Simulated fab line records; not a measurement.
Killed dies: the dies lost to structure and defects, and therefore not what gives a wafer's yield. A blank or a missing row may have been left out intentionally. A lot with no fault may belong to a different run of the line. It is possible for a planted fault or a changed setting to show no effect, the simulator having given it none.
One fault through the eyes of 2 desks ; flow sky130 ; each desk holds nothing but its own numbers, with what lay behind them at the end

## METROLOGY DESK
What the gauges read, lot by lot, whatever tool the lot ran on: means of the sampled wafers that have a number. The brackets show how far a lot's mean lies from the usual mean; more than 4 standard deviations puts the lot out of limits, marked OUT.
Columns: A = cd-nm at SKY_FIELD_ISO_CD_MEAS_13, usual 150.3 nm; B = PWDE_TW at SKY_PWDE_TW_MEAS_10, usual 375.0; C = NWELL_TW at SKY_NWELL_TW_MEAS_15, usual 1827; D = NWELL_RS at SKY_NWELL_RS_MEAS_29, usual 624.9 ohm/sq
lot;first seen here;A;B;C;D
L175;day 2 09:34;151.4;372.1;1820;626.4
L176;day 2 15:22;150.5;376.4;1817;626.6
L177;day 2 19:38;149.6;372.1;1826;625.4
L180;day 3 13:54;151.5;374.0;1838;623.6
L181;day 3 17:12;149.5;373.9;1832;627.2
L184;day 4 09:07;150.0;374.5;1996 (+24) OUT;537.7 (-44) OUT
L188;day 5 05:16;147.5;376.2;1998 (+24) OUT;534.2 (-45) OUT
L192;day 6 01:25;151.9;376.2;1834;625.3
L194;day 6 13:37;150.7;377.1;1839;626.1
L195;day 6 17:17;150.5;377.6;1828;624.2
L197;day 7 06:19;151.4;376.4;1817;624.4
This desk finds L184, L188 out of limits, with the earliest case on L184 at day 6 23:01 (NWELL_TW at SKY_NWELL_TW_MEAS_15). Within limits: L175, L176, L177, L180, L181, L192, L194, L195, L197.

## TOOL OWNER'S DESK, implanter-03
SKY_NWELL_IMPLANT_11, tool's own readings: per-lot mean of the sampled wafers with a number, covering each lot this tool ran. The brackets show how far a lot's mean lies from the usual mean; more than 4 standard deviations puts the lot out of limits, marked OUT.
Columns: A = dose-ions-cm2 at SKY_NWELL_IMPLANT_11, usual 1.9001e+13; B = faraday-current-uA at SKY_NWELL_IMPLANT_11, usual 107.0
lot;first seen here;A;B
L175;day 4 21:31;1.9042e+13;109.0
L180;day 6 01:49;1.9018e+13;108.4
L184;day 6 22:28;2.5196e+13 (+99 or more) OUT;141.5 (+16) OUT
L188;day 8 02:04;2.5215e+13 (+99 or more) OUT;145.6 (+18) OUT
Finding of this desk: L184, L188 out of limits; the first was L184 at day 6 22:28, on dose-ions-cm2 at SKY_NWELL_IMPLANT_11. Within limits: L175, L180.

## BROUGHT TOGETHER
At day 6 22:28, on L184, L188, the tool owner's desk was in a position to raise an alarm.
Metrology desk: alarm possible at day 6 23:01 on L184, L188.
All the named lots went through SKY_NWELL_IMPLANT_11 on implanter-03.

## WHAT THE SIMULATOR HAD INSERTED
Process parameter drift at SKY_NWELL_IMPLANT_11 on implanter-03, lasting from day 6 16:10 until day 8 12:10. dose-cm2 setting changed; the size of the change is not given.
Lots struck among those shown: L184, L188.
Delay (hours) between the fault's onset and each desk's first out-of-limits reading: 6 at the tool owner's desk, 7 at the metrology desk.
